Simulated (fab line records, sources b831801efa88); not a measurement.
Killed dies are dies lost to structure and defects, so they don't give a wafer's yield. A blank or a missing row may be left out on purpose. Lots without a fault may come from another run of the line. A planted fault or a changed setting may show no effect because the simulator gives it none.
Which tool did it? | flow sky130 | 15 lots, 45 wafers sampled, at 3 steps of a route of 708

WHAT THE GAUGES READ, wafer by wafer
SKY_POLY_CUT_OVL_MEAS_09. Usual: POLY_CUT_OVL 2 nm, standard deviation 5.
lot  | measured     | on         | POLY_CUT_OVL (nm) | flag
L295 | day 23 21:56 | overlay-02 | 15 4 11           |
L296 | day 24 16:21 | overlay-02 | -4 -1 8           |
L297 | day 24 23:44 | overlay-02 | 1 -6 -3           |
L298 | day 25 03:58 | overlay-01 | -4 -11 -2         |
L300 | day 25 17:13 | overlay-02 | 1 5 -1            |
L301 | day 26 13:26 | overlay-01 | 9 11 10           |
L302 | day 27 07:17 | overlay-02 | 6 0 -1            |
L303 | day 28 03:05 | overlay-02 | 6 -9 8            |
L305 | day 28 16:38 | overlay-01 | 3 8 -4            |
L306 | day 28 13:40 | overlay-01 | -3 -2 -5          |
L307 | day 28 20:37 | overlay-02 | 1 0 -1            |
L313 | day 30 16:54 | overlay-01 | -1 -5 2           |

SKY_SD_N_OVL_MEAS_08. Usual: SD_N_OVL -0.3 nm, standard deviation 1.5.
lot  | measured     | on         | SD_N_OVL (nm)  | flag
L295 | day 27 14:04 | overlay-02 | 2.2 1.2 0.3    |
L296 | day 28 08:02 | overlay-01 | 0.2 2.9 2.1    |
L297 | day 28 14:32 | overlay-02 | 1.3 -0.7 -1.2  |
L298 | day 28 19:22 | overlay-02 | 1.3 -0.4 0.5   |
L300 | day 29 07:25 | overlay-01 | -2.3 -4.9 -3.0 |
L301 | day 30 02:32 | overlay-01 | -2.7 -2.5 -1.7 |
L302 | day 30 17:25 | overlay-02 | -1.0 1.1 -0.6  |
L303 | day 31 14:40 | overlay-02 | -0.5 -0.7 0.1  |
L305 | day 32 02:17 | overlay-01 | -3.4 -2.2 -0.7 |
L306 | day 32 00:46 | overlay-01 | -1.2 1.1 0.6   |
L307 | day 32 06:05 | overlay-02 | 0.1 0.4 1.2    |
L313 | day 34 02:51 | overlay-01 | -1.1 -0.1 -3.7 |

WHICH TOOL RAN EACH LOT (tool, then ch and the chambers of the sampled wafers, then the start)
lot  | SKY_SONOS_TUNNEL_DEVELOP_06
L295 | litho_track-03 ch 0, day 11 04:20
L296 | litho_track-01 ch 0, day 11 10:40
L297 | litho_track-01 ch 0, day 12 00:10
L298 | litho_track-01 ch 0, day 12 07:52
L300 | litho_track-03 ch 0, day 12 15:40
L301 | litho_track-02 ch 0, day 13 06:29
L302 | litho_track-03 ch 0, day 14 01:55
L303 | litho_track-01 ch 0, day 14 20:31
L305 | litho_track-01 ch 0, day 15 11:50
L306 | litho_track-02 ch 0, day 15 12:10
L307 | litho_track-03 ch 0, day 15 12:58
L308 | litho_track-01, day 16 14:07
L311 | litho_track-03, day 17 04:10
L310 | litho_track-01, day 17 04:40
L313 | litho_track-02 ch 0, day 17 13:37
- SKY_SONOS_TUNNEL_DEVELOP_06: develop time 60 s.

WHAT THE TOOLS THEMSELVES READ (means of the sampled wafers that have a number; where no wafer has one, the mark that the record gives instead)
SKY_SONOS_TUNNEL_DEVELOP_06. Usual: chill_plate_temp_C 22.98 C, standard deviation 0.096; developer_temp_C 22.99 C, standard deviation 0.11; resist_line_temp_C 23.00 C, standard deviation 0.12.
lot  | tool           | chill_plate_temp_C (C) | developer_temp_C (C) | resist_line_temp_C (C) | flag
L295 | litho_track-03 | 23.14                  | 22.87                | 22.85                  |
L296 | litho_track-01 | 23.04                  | 23.15                | 22.91                  |
L297 | litho_track-01 | 23.13                  | 22.94                | 23.00                  |
L298 | litho_track-01 | 23.08                  | 23.07                | 22.93                  |
L300 | litho_track-03 | 22.88                  | 22.99                | 22.91                  |
L301 | litho_track-02 | 22.75                  | 23.17                | 23.12                  |
L302 | litho_track-03 | 22.95                  | 22.92                | 23.18                  |
L303 | litho_track-01 | 22.94                  | 22.75                | 23.05                  |
L305 | litho_track-01 | 23.02                  | 23.00                | 23.09                  |
L306 | litho_track-02 | 22.98                  | 22.88                | 22.88                  |
L307 | litho_track-03 | 22.99                  | 22.95                | 23.04                  |
L308 | litho_track-01 | -                      | -                    | -                      | OFF
L311 | litho_track-03 | -                      | -                    | -                      | OFF
L310 | litho_track-01 | -                      | -                    | -                      | OFF
L313 | litho_track-02 | 23.00                  | 23.03                | 23.00                  |

THE ANSWER, worked out from the rows above alone
Rule: a lot is off if the mean of its wafers that have a number lies more than 3 standard deviations from the usual mean. A lot without any number at a reading at which 4 lots or more have one is off too. The other lots that the step has rows for count as sound. The gauges are gone through in route order, then the tools' own readings, and for those a lot's mean is taken as printed above. The first step at which some lot is off is used, and at that step the reading that is off furthest; a lot without a number counts as furthest.
Off: L308, L311, L310, at SKY_SONOS_TUNNEL_DEVELOP_06 (chill_plate_temp_C). Without a number there: L308, L311, L310.
A tool fits if, at that step or a process step before it, it ran every lot that is off, and no sound lot after the first of them. None of those tried fits.

WHAT THE SIMULATOR HAD PUT IN
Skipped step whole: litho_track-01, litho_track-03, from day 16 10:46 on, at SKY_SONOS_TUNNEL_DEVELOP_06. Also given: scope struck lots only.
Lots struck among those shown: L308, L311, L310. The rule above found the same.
